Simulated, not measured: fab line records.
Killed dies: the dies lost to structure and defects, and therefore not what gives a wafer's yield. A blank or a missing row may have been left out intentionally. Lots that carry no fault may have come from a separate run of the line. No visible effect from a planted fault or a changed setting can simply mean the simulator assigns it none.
Shared-tool check | flow gf180mcu | 12 lots and 36 wafers in the sample

## REASON IT WAS OPENED
At GF_VT_IMPLANT_RS_MEAS_47 the reading NWELL_RS is flagged on 2 of 12 lots. No-fault wafers: 488.2 ohm/sq, standard deviation 1.3.
Rule: a lot gets a flag if all its wafers with a number sit over 4 standard deviations from that mean, or if no wafer of it has a number. The other lots count as sound.

lot  | measured     | on            | NWELL_RS (ohm/sq), wafer by wafer | flag
L555 | day 7 21:50  | film metro-02 | 487.9 487.9 489.0                 |
L556 | day 8 08:47  | film metro-02 | 489.4 488.2 488.3                 |
L558 | day 8 12:00  | film metro-02 | 492.8 492.9 491.8                 |
L560 | day 9 02:05  | film metro-02 | 486.6 486.9 487.9                 |
L562 | day 9 10:59  | film metro-02 | 486.8 486.7 487.0                 |
L561 | day 9 12:37  | film metro-02 | 488.3 489.5 490.6                 |
L564 | day 9 23:32  | film metro-04 | 489.2 487.9 488.8                 |
L572 | day 12 08:49 | film metro-01 | 481.4 479.9 479.4                 | FLAGGED
L573 | day 12 13:30 | film metro-02 | 479.9 479.1 479.6                 | FLAGGED
L576 | day 13 07:50 | film metro-04 | 487.5 487.5 488.1                 |
L577 | day 13 14:14 | film metro-01 | 488.9 487.9 488.2                 |
L578 | day 13 19:30 | film metro-02 | 490.0 488.4 488.2                 |
Average over the flagged lots: 479.9 ohm/sq; offset from the usual -8.3 ohm/sq, equal to -6 standard deviations.

## WHICH TOOL RAN EACH LOT
Before the reading, the record contains 2 process steps out of a 602-step route. Every cell lists first the tool, next ch and the chambers used by the sampled wafers, and last the start.
lot  | flag    | GF_NWELL_IMPLANT_09            | GF_MVPSD_STRIP_10
L555 |         | implanter-02 ch 0, day 3 16:58 | plasma asher-04 ch 0,1, day 5 10:00
L556 |         | implanter-02 ch 0, day 4 01:40 | plasma asher-01 ch 0,1, day 5 19:34
L558 |         | implanter-02 ch 0, day 4 04:13 | plasma asher-01 ch 0,1, day 5 22:43
L560 |         | implanter-02 ch 0, day 4 10:19 | plasma asher-04 ch 1, day 6 09:40
L562 |         | implanter-02 ch 0, day 4 22:31 | plasma asher-04 ch 0,1, day 6 18:09
L561 |         | implanter-02 ch 0, day 5 00:07 | plasma asher-04 ch 0,1, day 6 20:27
L564 |         | implanter-02 ch 0, day 5 09:04 | plasma asher-01 ch 0,1, day 7 05:27
L572 | FLAGGED | implanter-02 ch 0, day 7 06:43 | plasma asher-03 ch 0,1, day 9 08:30
L573 | FLAGGED | implanter-02 ch 0, day 7 09:46 | plasma asher-01 ch 0,1, day 9 12:12
L576 |         | implanter-04 ch 0, day 8 02:15 | plasma asher-04 ch 1, day 10 05:37
L577 |         | implanter-04 ch 0, day 8 07:43 | plasma asher-03 ch 0,1, day 10 12:06
L578 |         | implanter-04 ch 0, day 8 12:31 | plasma asher-01 ch 0,1, day 10 16:52
These steps, and what they do:
- GF_NWELL_IMPLANT_09
- GF_MVPSD_STRIP_10: strips in O2/N2.
- GF_VT_IMPLANT_RS_MEAS_47: measures by four-point-probe.

## FLAGGED AGAINST TOTAL, ONE TOOL AT A TIME (gauges that did the reading follow at the end)
step                     | tool            | lots run | flagged | share of the flagged lots | sound lots run after its first flagged lot
GF_NWELL_IMPLANT_09      | implanter-02    | 9        | 2       | all                       | 0
GF_NWELL_IMPLANT_09      | implanter-04    | 3        | 0       | none                      | -
GF_MVPSD_STRIP_10        | plasma asher-01 | 5        | 1       | some                      | 1 (L578)
GF_MVPSD_STRIP_10        | plasma asher-03 | 2        | 1       | some                      | 1 (L577)
GF_MVPSD_STRIP_10        | plasma asher-04 | 5        | 0       | none                      | -
GF_VT_IMPLANT_RS_MEAS_47 | film metro-01   | 2        | 1       | some                      | 1 (L577)
GF_VT_IMPLANT_RS_MEAS_47 | film metro-02   | 8        | 1       | some                      | 1 (L578)
GF_VT_IMPLANT_RS_MEAS_47 | film metro-04   | 2        | 0       | none                      | -

## WHAT THE TABLE ALLOWS
Rows of the table that ran each flagged lot: 1, that is implanter-02 at GF_NWELL_IMPLANT_09.
- implanter-02 at GF_NWELL_IMPLANT_09 ran 9 lots, 2 of them flagged. Last sound lot L564 at day 5 09:04, first flagged lot L572 at day 7 06:43; a fault beginning in between fits. Its own readings lie more than 4 standard deviations out on every wafer of the flagged lots: dose ions cm2, faraday current uA.
One tool is left: implanter-02 at GF_NWELL_IMPLANT_09.

## WHAT HAD BEEN PUT IN BY THE SIMULATOR
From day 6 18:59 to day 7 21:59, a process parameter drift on implanter-02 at GF_NWELL_IMPLANT_09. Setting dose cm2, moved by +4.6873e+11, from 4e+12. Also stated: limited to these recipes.
Struck lots among those shown: L572, L573. The rule above reached the same finding.
